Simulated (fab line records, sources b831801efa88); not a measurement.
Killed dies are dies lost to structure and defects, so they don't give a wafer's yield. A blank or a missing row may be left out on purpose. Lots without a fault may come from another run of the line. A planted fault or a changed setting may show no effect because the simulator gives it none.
Split-lot experiment | flow sky130 | 5 lots, 23 wafers read, on a route of 708 steps

THE SPLIT
At SKY_PASSIVATION_COAT_06 (resist thk 3000 nm), the setting spin_rpm was moved away from the recipe's 2000 rpm on 11 of the 23 wafers read, by -6.8% to +4.4%. The other wafers ran this setting at the recipe's value.

The reading is taken at the split's own step.

THE READING
coat_of_PASSIVATION_COAT_06.thk_nm (the simulator's own value, which no gauge read), in nm, at SKY_PASSIVATION_COAT_06 (resist thk 3000 nm). The file gives no usual value for it. The 12 wafers here that ran the recipe average 3003 nm, standard deviation 7.8 nm.

wafer  | tool, chamber at the split | spin_rpm as run, rpm | against the recipe | coat_of_PASSIVATION_COAT_06.thk_nm, nm | against lot-mates on the recipe
L074.1 | litho_track-04, 0          | 2000                 | recipe             | 2997                                   | -
L074.3 | litho_track-04, 0          | 2088                 | +4.4%              | 2919                                   | -77
L074.4 | litho_track-04, 0          | 2000                 | recipe             | 2995                                   | -
L074.5 | litho_track-04, 0          | 2000                 | recipe             | 2996                                   | -
L074.6 | litho_track-04, 0          | 2088                 | +4.4%              | 2934                                   | -62
L080.1 | litho_track-01, 0          | 1865                 | -6.8%              | 3113                                   | +95
L080.2 | litho_track-01, 0          | 2000                 | recipe             | 3016                                   | -
L080.3 | litho_track-01, 0          | 1865                 | -6.8%              | 3118                                   | +100
L080.4 | litho_track-01, 0          | 1865                 | -6.8%              | 3124                                   | +106
L080.5 | litho_track-01, 0          | 2000                 | recipe             | 3020                                   | -
L081.1 | litho_track-03, 0          | 2000                 | recipe             | 2996                                   | -
L081.3 | litho_track-03, 0          | 2000                 | recipe             | 3009                                   | -
L081.6 | litho_track-03, 0          | 2000                 | recipe             | 2999                                   | -
L083.1 | litho_track-01, 0          | 2087                 | +4.4%              | 2943                                   | -58
L083.2 | litho_track-01, 0          | 2000                 | recipe             | 2999                                   | -
L083.3 | litho_track-01, 0          | 2000                 | recipe             | 3004                                   | -
L083.4 | litho_track-01, 0          | 2087                 | +4.4%              | 2942                                   | -60
L083.6 | litho_track-01, 0          | 2087                 | +4.4%              | 2944                                   | -58
L085.1 | litho_track-03, 0          | 2000                 | recipe             | 3005                                   | -
L085.2 | litho_track-03, 0          | 2043                 | +2.2%              | 2971                                   | -34
L085.3 | litho_track-03, 0          | 2043                 | +2.2%              | 2965                                   | -40
L085.4 | litho_track-03, 0          | 2000                 | recipe             | 3004                                   | -
L085.5 | litho_track-03, 0          | 2043                 | +2.2%              | 2966                                   | -38

THE FIT
A straight line over all 23 wafers: coat_of_PASSIVATION_COAT_06.thk_nm changes by -16.4 nm for each +1% of spin_rpm; r = -0.99; the points scatter about the line by 8 nm.
The same after taking each lot's own level away (the mean of its wafers on the recipe; 23 wafers): -14.8 nm for each +1%; r = -0.99; scatter 5.1 nm.
On that fit, the largest move of spin_rpm shifts the reading by 1e+02 nm.
The lots' own levels span 2996.0 to 3018.0 nm, that is 2.8 times the standard deviation above.
So the lot-to-lot level changes the slope: the two fits differ.
Check: with one of the wafers moved furthest among these (-6.8%) left out of the fit, the line predicts +101 nm for it against its lot-mates. It came out at +95 nm against them.

OTHER SPLITS ON THESE WAFERS
These wafers also went through other splits before the reading. Each is held against what the fit with the lots' levels taken away leaves over:
other split on the same wafers  | wafers away from the commonest value | r with coat_of_PASSIVATION_COAT_06.thk_nm (lot level and that fit taken away)
SKY_VIA4_CVD_18 temp_c          | 5                                    | -0.01
SKY_METAL5_SPUTTER_04 power_w   | 10                                   | -0.23
SKY_METAL5_METAL_ETCH_15 time_s | 8                                    | +0.12

THE WHOLE CHAIN: every reading that the file lists as answering this split, in the file's order
step                     | what it does       | reading                                                                             | change (the file's fit)              | r (the file's)
SKY_PASSIVATION_COAT_06  | resist thk 3000 nm | coat_of_PASSIVATION_COAT_06.thk_nm (the simulator's own value, which no gauge read) | -14.9 nm for each +1% of the setting | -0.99
SKY_PASSIVATION_STRIP_12 | strips in O2/N2    | strip_time_to_endpoint_s                                                            | withheld for each +1% of the setting | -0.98

THE FILE'S OWN FIT
coat_of_PASSIVATION_COAT_06.thk_nm changes by -14.9 nm for each +1% of spin_rpm, r = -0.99.
